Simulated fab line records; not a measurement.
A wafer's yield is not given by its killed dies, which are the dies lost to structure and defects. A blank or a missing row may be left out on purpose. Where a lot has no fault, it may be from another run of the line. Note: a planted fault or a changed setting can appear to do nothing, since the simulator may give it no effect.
Which tool did it? -- flow gf180mcu -- 7 lots (21 wafers sampled), 1 step of a 602-step route

## WHAT THE GAUGES SHOWED, per wafer
GF_CONTACT_RS_MEAS_25: measures by four-point-probe.
lot,measured,on,CONTACT_W_RS (ohm/sq)
L750,day 16 14:12,filmMetro-03,0.385 0.385 0.382
L755,day 18 10:53,filmMetro-04,0.385 0.390 0.387
L761,day 20 15:46,filmMetro-04,0.388 0.387 0.388
L763,day 21 16:14,filmMetro-01,0.379 0.381 0.386
L766,day 22 10:05,filmMetro-04,0.388 0.381 0.382
L768,day 22 23:36,filmMetro-03,0.382 0.379 0.386
L770,day 23 18:54,filmMetro-04,0.384 0.389 0.390

## EACH LOT AND THE TOOL THAT RAN IT (in order: tool; ch and the chambers of the sampled wafers; start)
Record: no process step prior to these readings.

## THE ANSWER, worked out from the rows above alone
Rule: the lots themselves supply what counts as usual. The widest of any qualifying gaps counts: lots, ordered by their means at a reading, are off when they make up no more than a third of the lots, leave a main group of 4 or more, and stand apart from it by 3 or more times the standard deviation of that group's means. The tables above print the reading to a certain number of digits; a main group whose means all agree to those digits is not used. A lot without any number at a reading at which 4 lots or more have one is off too. Where the step has rows for the other lots, those lots are counted as sound.
No lot is off at any reading shown: from this, nothing can be told.

## WHAT THE SIMULATOR HAD PUT IN
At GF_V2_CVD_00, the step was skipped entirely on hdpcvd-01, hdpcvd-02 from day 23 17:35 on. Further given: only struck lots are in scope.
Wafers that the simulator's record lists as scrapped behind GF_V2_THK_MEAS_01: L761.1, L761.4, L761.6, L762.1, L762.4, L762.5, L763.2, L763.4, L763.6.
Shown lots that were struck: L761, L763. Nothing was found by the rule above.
